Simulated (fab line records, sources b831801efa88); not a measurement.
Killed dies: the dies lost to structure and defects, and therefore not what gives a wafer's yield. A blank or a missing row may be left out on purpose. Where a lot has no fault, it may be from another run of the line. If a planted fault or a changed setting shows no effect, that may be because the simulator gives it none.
Which tool is to blame? ; flow sky130 ; 30 wafers from 10 lots sampled at 4 of the route's 708 steps

## WHAT EACH GAUGE READ, for each wafer
SKY_PASSIVATION_THK_MEAS_03.
lot;measured;on;PASSIVATION_CVD_02_THK (nm)
L966;day 43 23:22;filmMetro-01;535 552 537
L967;day 44 07:41;filmMetro-02;541 544 546
L970;day 45 10:02;filmMetro-04;550 543 548
L972;day 45 19:50;filmMetro-01;535 539 457 535 539 457
L974;day 46 13:23;filmMetro-02;532 529 536
L977;day 47 05:47;filmMetro-04;546 544 551
L978;day 47 11:37;filmMetro-01;540 541 551
L979;day 47 13:28;filmMetro-02;537 536 540
L980;day 47 21:35;filmMetro-04;539 537 548
L985;day 49 21:04;filmMetro-04;528 532 549

## WHICH TOOL RAN EACH LOT (tool, then ch and the chambers of the sampled wafers, then the start)
lot;SKY_VIA3_CMP_24;SKY_METAL4_SPUTTER_04;SKY_PASSIVATION_CVD_02
L966;cmp-02 ch 0,1, day 39 19:28;pvdSputter-01, day 39 19:49;pecvd-04 ch 0,1, day 43 23:08
L967;cmp-02 ch 0,1,3, day 40 05:02;pvdSputter-04, day 40 05:26;pecvd-03 ch 0,2, day 44 07:27
L970;cmp-01 ch 1,2,3, day 41 10:25;pvdSputter-01, day 41 10:50;pecvd-03 ch 0,1, day 45 09:49
L972;cmp-01 ch 0,2,3, day 41 21:59;pvdSputter-01, day 41 22:23;pecvd-03 ch 0,1,2, day 45 19:37
L974;cmp-02 ch 1,3, day 42 17:36;pvdSputter-03, day 42 17:57;pecvd-04 ch 0,1, day 46 13:10
L977;cmp-02 ch 1,2, day 43 11:00;pvdSputter-03, day 43 11:24;pecvd-04 ch 0,1,2, day 47 05:34
L978;cmp-01 ch 0,1,3, day 43 19:41;pvdSputter-04, day 43 19:56;pecvd-03 ch 0,1, day 47 11:22
L979;cmp-02 ch 0,3, day 43 21:02;pvdSputter-01, day 43 21:26;pecvd-03 ch 0,1, day 47 13:07
L980;cmp-01 ch 0,1,3, day 44 08:06;pvdSputter-03, day 44 08:30;pecvd-02 ch 0,1,2, day 47 21:22
L985;cmp-01 ch 1,2,3, day 46 13:55;pvdSputter-04, day 46 14:13;pecvd-04 ch 1,2, day 49 20:51
- SKY_VIA3_CMP_24: polishes, stops on SiO2, t overpolish 20 s, target thk 0 nm.
- SKY_METAL4_SPUTTER_04: material TiN, target thk 70 nm, time 58.3 s.
- SKY_PASSIVATION_CVD_02: deposits Si3N4, target thk 540 nm.

## THE ANSWER, worked out from the rows above alone
Rule: the usual values come from the lots themselves. Put in order of their means at a reading, lots are off if they are a third of the lots or fewer, leave a main group of 4 or more, and stand apart from it by a gap of 3 or more times the standard deviation of the main group's means; of several such gaps the widest counts. Not used: any main group whose means are identical at the precision the tables above print for the reading. Also off: a lot with no number at a reading for which 4 or more lots have one. The other lots that the step has rows for count as sound.
Off: L972, at SKY_PASSIVATION_THK_MEAS_03 (PASSIVATION_CVD_02_THK). The main group: mean 541 nm, standard deviation 4.7.
If a tool, at a process step before that reading, ran all the lots that are off and no sound lot after the first of them, it fits. Those tools and the gauges at SKY_PASSIVATION_THK_MEAS_03 are tried in the same way. None of those tried fits.

## WHAT THE SIMULATOR HAD PUT IN
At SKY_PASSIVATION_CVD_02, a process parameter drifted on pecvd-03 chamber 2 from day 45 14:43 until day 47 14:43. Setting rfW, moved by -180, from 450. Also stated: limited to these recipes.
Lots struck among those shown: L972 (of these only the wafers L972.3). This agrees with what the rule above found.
